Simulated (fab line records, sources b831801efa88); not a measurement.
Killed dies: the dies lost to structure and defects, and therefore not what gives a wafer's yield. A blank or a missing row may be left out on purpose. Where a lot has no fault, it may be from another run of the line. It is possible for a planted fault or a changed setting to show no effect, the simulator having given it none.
Which tool was responsible? / flow sky130 / at 1 step of a route of 708, 12 lots with 36 wafers sampled

== WHAT THE GAUGES READ, wafer by wafer ==
SKY_VT_ADJUST_NCORE_OVL_MEAS_08.
lot=L075; measured=day 9 19:07; on=overlay-01; VT_ADJUST_NCORE_OVL (nm)=-1.8 -1.1 -1.1
lot=L077; measured=day 10 08:49; on=overlay-01; VT_ADJUST_NCORE_OVL (nm)=-1.0 -0.2 0.0
lot=L079; measured=day 11 05:28; on=overlay-01; VT_ADJUST_NCORE_OVL (nm)=0.5 1.6 0.3
lot=L081; measured=day 11 14:16; on=overlay-02; VT_ADJUST_NCORE_OVL (nm)=-0.6 -0.3 -1.9
lot=L083; measured=day 11 23:49; on=overlay-02; VT_ADJUST_NCORE_OVL (nm)=-0.6 0.3 0.1
lot=L085; measured=day 12 14:22; on=overlay-01; VT_ADJUST_NCORE_OVL (nm)=1.0 0.1 0.3
lot=L087; measured=day 12 23:07; on=overlay-02; VT_ADJUST_NCORE_OVL (nm)=-0.2 -0.9 -0.7
lot=L089; measured=day 13 11:04; on=overlay-02; VT_ADJUST_NCORE_OVL (nm)=0.1 -0.2 -1.4
lot=L091; measured=day 13 23:55; on=overlay-01; VT_ADJUST_NCORE_OVL (nm)=-0.3 0.9 -0.4
lot=L093; measured=day 14 14:22; on=overlay-01; VT_ADJUST_NCORE_OVL (nm)=1.6 0.0 1.8
lot=L095; measured=day 15 01:46; on=overlay-02; VT_ADJUST_NCORE_OVL (nm)=1.8 0.5 -0.7
lot=L097; measured=day 15 13:50; on=overlay-01; VT_ADJUST_NCORE_OVL (nm)=-2.5 0.2 -1.3

== EACH LOT AND THE TOOL THAT RAN IT (in order: tool; ch and the chambers of the sampled wafers; start) ==
There is no process step in the record ahead of these readings.

== THE ANSWER, worked out from the rows above alone ==
Rule: the usual values come from the lots themselves. The widest of any qualifying gaps counts: lots, ordered by their means at a reading, are off when they make up no more than a third of the lots, leave a main group of 4 or more, and stand apart from it by 3 or more times the standard deviation of that group's means. A main group whose means are all the same, to the digits that the tables above print for the reading, isn't used. Also off: a lot with no number at a reading for which 4 or more lots have one. Any other lot the step has rows for is counted as sound.
None of the lots is off at any reading shown; this tells nothing.

== WHAT WAS PUT IN BY THE SIMULATOR ==
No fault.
